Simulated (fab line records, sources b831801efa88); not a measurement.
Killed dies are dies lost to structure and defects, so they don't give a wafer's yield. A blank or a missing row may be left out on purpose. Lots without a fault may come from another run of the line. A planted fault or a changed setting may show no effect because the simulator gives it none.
One fault seen from 2 desks | flow sky130 | each desk has only its own numbers; what lay behind them comes last

THE TOOL OWNER'S DESK: rie_metal-01
The tool's own readings at SKY_METAL2_ETCH_18 (etches BARC in N2/H2, stops on SiO2, time 45.9 s, target depth 60 nm): means of the sampled wafers that have a number, for each lot that ran on this tool. A lot is out of limits, marked OUT, if its mean lies more than 4 standard deviations from the usual mean; the brackets give that distance.
Columns: A = bias_w at SKY_METAL2_ETCH_18, usual 99.98 W; B = drypump_motor_current_A at SKY_METAL2_ETCH_18, usual 6.0 A; C = oes_product_au at SKY_METAL2_ETCH_18, usual 0.855 a.u.; D = throttle_valve_pct at SKY_METAL2_ETCH_18, usual 13.224 %
lot  | first seen here | A               | B   | C     | D
L573 | day 37 00:49    | 99.70           | 6.0 | 0.855 | 13.222
L577 | day 37 01:19    | 99.76           | 6.2 | 0.854 | 13.223
L579 | day 37 01:55    | 100.08          | 6.2 | 0.854 | 13.223
L582 | day 39 03:55    | 94.48 (-20) OUT | 6.2 | 0.859 | 13.225
L584 | day 39 09:04    | 94.17 (-22) OUT | 6.2 | 0.848 | 13.216
L594 | day 41 14:17    | 100.01          | 6.2 | 0.854 | 13.225
This desk's finding: out of limits on L582, L584; first on L582, day 39 03:55 (bias_w at SKY_METAL2_ETCH_18). In limits: L573, L577, L579, L594.

THE METROLOGY DESK
What the gauges read, lot by lot, whatever tool the lot ran on: means of the sampled wafers that have a number. A lot is out of limits, marked OUT, if its mean lies more than 4 standard deviations from the usual mean; the brackets give that distance.
Columns: A = cd_nm at SKY_CONTACT_CD_MEAS_14, usual 169.8 nm
lot  | first seen here | A
L573 | day 32 22:10    | 169.3
L577 | day 33 02:17    | 168.3
L575 | day 33 02:44    | 170.3
L578 | day 33 15:26    | 170.2
L579 | day 33 15:38    | 170.0
L582 | day 35 19:05    | 171.1
L584 | day 35 21:56    | 169.7
L590 | day 36 22:41    | 167.3
L593 | day 38 05:55    | 170.7
L594 | day 38 06:34    | 171.2
L592 | day 38 06:54    | 170.7
L595 | day 38 09:32    | 170.1
This desk's finding: nothing out of limits on any of the 12 lots.

PUT TOGETHER
The tool owner's desk could have raised an alarm at day 39 03:55, on L582, L584.
The metrology desk saw nothing out of limits.
The metrology desk has L582, L584 on record, within its limits.
Of the lots named, all ran SKY_METAL2_ETCH_18 on rie_metal-01.

WHAT THE SIMULATOR HAD PUT IN
Process parameter drift: rie_metal-01, from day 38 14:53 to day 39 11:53, at SKY_METAL2_ETCH_18. Setting bias_w, moved by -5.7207, from 100. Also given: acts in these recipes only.
Lots struck among those shown: L582, L584.
Hours from the fault's start to each desk's first reading out of limits: the tool owner's desk, 13.
